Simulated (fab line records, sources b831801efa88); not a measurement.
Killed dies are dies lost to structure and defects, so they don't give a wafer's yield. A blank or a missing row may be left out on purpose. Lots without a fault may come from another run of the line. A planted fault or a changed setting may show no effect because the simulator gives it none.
Which tool did it? | flow gf180mcu | 13 lots, 39 wafers sampled, at 4 steps of a route of 602

WHAT THE GAUGES READ, wafer by wafer
GF_V5_RS_MEAS_24: measures by four-point-probe.
lot  | measured     | on            | V5_W_RS (ohm/sq)
L111 | day 28 05:22 | film_metro-02 | 0.322 0.330 0.324
L112 | day 28 08:37 | film_metro-01 | 0.327 0.320 0.318
L113 | day 28 12:13 | film_metro-04 | 0.327 0.330 0.327
L114 | day 28 20:25 | film_metro-02 | 0.321 0.327 0.328
L118 | day 29 15:45 | film_metro-02 | 0.333 0.326 0.330
L117 | day 29 19:17 | film_metro-04 | 0.331 0.332 0.334
L119 | day 29 23:10 | film_metro-01 | 0.328 0.328 0.328
L120 | day 30 01:12 | film_metro-02 | 0.330 0.328 0.332
L121 | day 30 08:13 | film_metro-04 | 0.324 0.325 0.326
L122 | day 30 18:27 | film_metro-02 | 0.324 0.327 0.326
L125 | day 31 15:07 | film_metro-01 | 0.327 0.326 0.327
L132 | day 33 08:32 | film_metro-01 | 0.334 0.327 0.329
L133 | day 33 12:49 | film_metro-04 | 0.325 0.327 0.327

WHICH TOOL RAN EACH LOT (tool, then ch and the chambers of the sampled wafers, then the start)
lot  | GF_M3_SPUTTER_03             | GF_M3_SPUTTER_04             | GF_MIM_SPUTTER_09
L111 | pvd_sputter-02, day 21 11:19 | pvd_sputter-02, day 21 11:20 | pvd_sputter-04, day 25 12:05
L112 | pvd_sputter-04, day 21 14:10 | pvd_sputter-04, day 21 14:11 | pvd_sputter-01, day 25 14:58
L113 | pvd_sputter-01, day 21 19:46 | pvd_sputter-01, day 21 19:47 | pvd_sputter-02, day 25 19:30
L114 | pvd_sputter-01, day 22 04:33 | pvd_sputter-01, day 22 04:34 | pvd_sputter-02, day 26 03:54
L118 | pvd_sputter-02, day 23 02:07 | pvd_sputter-02, day 23 02:08 | pvd_sputter-01, day 27 00:49
L117 | pvd_sputter-01, day 23 06:35 | pvd_sputter-01, day 23 06:37 | pvd_sputter-04, day 27 04:21
L119 | pvd_sputter-02, day 23 11:49 | pvd_sputter-02, day 23 11:50 | pvd_sputter-02, day 27 08:55
L120 | pvd_sputter-01, day 23 16:40 | pvd_sputter-01, day 23 16:41 | pvd_sputter-04, day 27 12:19
L121 | pvd_sputter-01, day 23 23:25 | pvd_sputter-01, day 23 23:26 | pvd_sputter-04, day 27 18:37
L122 | pvd_sputter-01, day 24 11:05 | pvd_sputter-01, day 24 11:06 | pvd_sputter-04, day 28 06:37
L125 | pvd_sputter-01, day 25 11:41 | pvd_sputter-01, day 25 11:42 | pvd_sputter-01, day 29 04:55
L132 | pvd_sputter-04, day 27 16:13 | pvd_sputter-04, day 27 16:15 | pvd_sputter-02, day 31 03:06
L133 | pvd_sputter-01, day 27 23:03 | pvd_sputter-01, day 27 23:05 | pvd_sputter-01, day 31 09:02
- GF_M3_SPUTTER_03: material Ti, target thk 10 nm, time 6.7 s.
- GF_M3_SPUTTER_04: material TiN, target thk 50 nm, time 41.7 s.
- GF_MIM_SPUTTER_09: material TiN, target thk 35 nm, time 29.2 s.

WHAT THE TOOLS THEMSELVES READ (means of the sampled wafers that have a number; where no wafer has one, the mark that the record gives instead)
GF_M3_SPUTTER_03.
lot  | tool           | throttle_valve_pct (%)
L111 | pvd_sputter-02 | 28.5
L112 | pvd_sputter-04 | 30.5
L113 | pvd_sputter-01 | 28.5
L114 | pvd_sputter-01 | 28.6
L118 | pvd_sputter-02 | 28.3
L117 | pvd_sputter-01 | 29.5
L119 | pvd_sputter-02 | 29.7
L120 | pvd_sputter-01 | 29.2
L121 | pvd_sputter-01 | 29.7
L122 | pvd_sputter-01 | 28.5
L125 | pvd_sputter-01 | 29.3
L132 | pvd_sputter-04 | 31.2
L133 | pvd_sputter-01 | 29.4

GF_M3_SPUTTER_04.
lot  | tool           | throttle_valve_pct (%)
L111 | pvd_sputter-02 | 28.4
L112 | pvd_sputter-04 | 30.4
L113 | pvd_sputter-01 | 28.5
L114 | pvd_sputter-01 | 28.6
L118 | pvd_sputter-02 | 28.4
L117 | pvd_sputter-01 | 29.5
L119 | pvd_sputter-02 | 29.6
L120 | pvd_sputter-01 | 29.3
L121 | pvd_sputter-01 | 29.7
L122 | pvd_sputter-01 | 28.6
L125 | pvd_sputter-01 | 29.3
L132 | pvd_sputter-04 | 30.9
L133 | pvd_sputter-01 | 29.6

GF_MIM_SPUTTER_09.
lot  | tool           | throttle_valve_pct (%)
L111 | pvd_sputter-04 | 30.8
L112 | pvd_sputter-01 | 28.8
L113 | pvd_sputter-02 | 29.5
L114 | pvd_sputter-02 | 28.6
L118 | pvd_sputter-01 | 28.9
L117 | pvd_sputter-04 | 30.1
L119 | pvd_sputter-02 | 29.6
L120 | pvd_sputter-04 | 30.7
L121 | pvd_sputter-04 | 30.6
L122 | pvd_sputter-04 | 30.8
L125 | pvd_sputter-01 | 28.3
L132 | pvd_sputter-02 | 30.6
L133 | pvd_sputter-01 | 28.3

THE ANSWER, worked out from the rows above alone
Rule: what is usual is taken from the lots themselves. Put in order of their means at a reading, lots are off if they are a third of the lots or fewer, leave a main group of 4 or more, and stand apart from it by a gap of 3 or more times the standard deviation of the main group's means; of several such gaps the widest counts. A main group whose means are all the same, to the digits that the tables above print for the reading, isn't used. A lot without any number at a reading at which 4 lots or more have one is off too. The other lots that the step has rows for count as sound. The gauges are gone through in route order, then the tools' own readings, and for those a lot's mean is taken as printed above. The first step at which some lot is off is used, and at that step the reading that is off furthest; a lot without a number counts as furthest.
No lot is off at any reading shown: from this, nothing can be told.

WHAT THE SIMULATOR HAD PUT IN
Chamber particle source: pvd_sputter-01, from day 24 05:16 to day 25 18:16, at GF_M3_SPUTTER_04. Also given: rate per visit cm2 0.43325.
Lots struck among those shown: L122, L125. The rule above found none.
